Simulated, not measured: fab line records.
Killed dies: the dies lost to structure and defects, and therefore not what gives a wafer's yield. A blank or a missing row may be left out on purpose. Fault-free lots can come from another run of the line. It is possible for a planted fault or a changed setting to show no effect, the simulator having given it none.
Comparing a struck lot with a sound one    flow sky130    15 out of 708 route steps
Sound: wafers L957.1, L957.3, L957.6. Struck: wafers L966.2, L966.5, L966.6. Last of all comes the cause.
For every step that has rows: the tool of each side, followed by ch and its chambers, followed by its first start. Under that, the readings that differ: sound wafers    struck wafers    difference of the means    sigmas: that difference in standard deviations of wafers without a fault.
alike: same words and numbers on both sides, and readings whose means sit less than 2 such deviations apart. not compared: any withheld reading, any reading some wafer has no value for, any bound like >300 that may hide the same value, and any number with overlapping values for which the record gives no deviation.
Wherever a step has rows on one side only, a row that says differs or no value, or a row with sigmas, the two part there. Non-overlapping numbers with no deviation appear without sigmas and do not part them. Lack of a reading on every wafer of one side parts them only where that side has two or more wafers.

first, 7 steps without rows for these wafers: SKY_VT_ADJUST_NCORE_DEHYDRATE_00 (time 60 s); SKY_VT_ADJUST_NCORE_HMDS_01 (prime time 60 s); SKY_VT_ADJUST_NCORE_COAT_02 (resist thk 1140 nm); SKY_VT_ADJUST_NCORE_SOFTBAKE_03 (time 60 s); SKY_VT_ADJUST_NCORE_EXPOSE_04 (exposes mask LVTN COMPLEMENT THIN, target cd 380 nm); SKY_VT_ADJUST_NCORE_PEB_05; SKY_VT_ADJUST_NCORE_DEVELOP_06 (develop time 60 s).
SKY_VT_ADJUST_NCORE_CD_MEAS_07: target cd 380 nm.
  struck on cd-sem-01, day 12 01:28; sound on cd-sem-02, day 9 10:48
  alike: cd-nm
SKY_VT_ADJUST_NCORE_OVL_MEAS_08:
  struck on overlay-01, day 12 01:34; sound on overlay-02, day 9 10:55
  alike: VT_ADJUST_NCORE_OVL
next, for these wafers, 1 step has no rows: SKY_VT_ADJUST_NCORE_IMPLANT_09.
SKY_VT_ADJUST_NCORE_STRIP_10: strips in O2/N2.
  sound on plasma-asher-02 ch 0,1, day 9 11:07; struck on plasma-asher-01 ch 0,1, day 12 01:45
  alike: drypump-motor-current-A, oes-product-au, strip-time-to-endpoint-s
  not compared: rf-hours-counter-h
SKY_VT_ADJUST_NCORE_TW_MEAS_11:
  struck on film-metro-04, day 12 01:52; sound on film-metro-01, day 9 11:13
  alike: VT_ADJUST_NCORE_TW
SKY_VT_ADJUST_HVTR_DEHYDRATE_00: time 60 s.
  sound on litho-track-04 ch 0, day 9 20:42; struck on litho-track-04 ch 0, day 12 13:10
reading                   sound                 struck                difference  sigmas
heater-power-total-W (W)  160.16 160.12 160.24  176.72 177.16 177.18  +16.85      +99 or more
run-length-s (s)          89.09 89.08 89.17     73.48 73.76 73.54     -15.52      -99 or more
then, 1 step without rows for these wafers: SKY_VT_ADJUST_HVTR_HMDS_01 (prime time 60 s).
-- here the record skips 36 days between the struck wafers' starts before and after, leaving off in module VT_ADJUST_HVTR and picking up in module PAD_OPEN (first step shown: number 708 of the route) --
SKY_PAD_OPEN_PROBE_99:
  only the struck wafers here have rows in the record (prober-01, day 48 16:22); the sound ones have none

== WHERE THEY PART ==
Last at SKY_PAD_OPEN_PROBE_99 as far as this record goes, first at SKY_VT_ADJUST_HVTR_DEHYDRATE_00.

WHY: the cause the simulator had injected
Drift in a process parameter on litho-track-04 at SKY_VT_ADJUST_HVTR_DEHYDRATE_00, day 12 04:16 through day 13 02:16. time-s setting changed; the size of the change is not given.
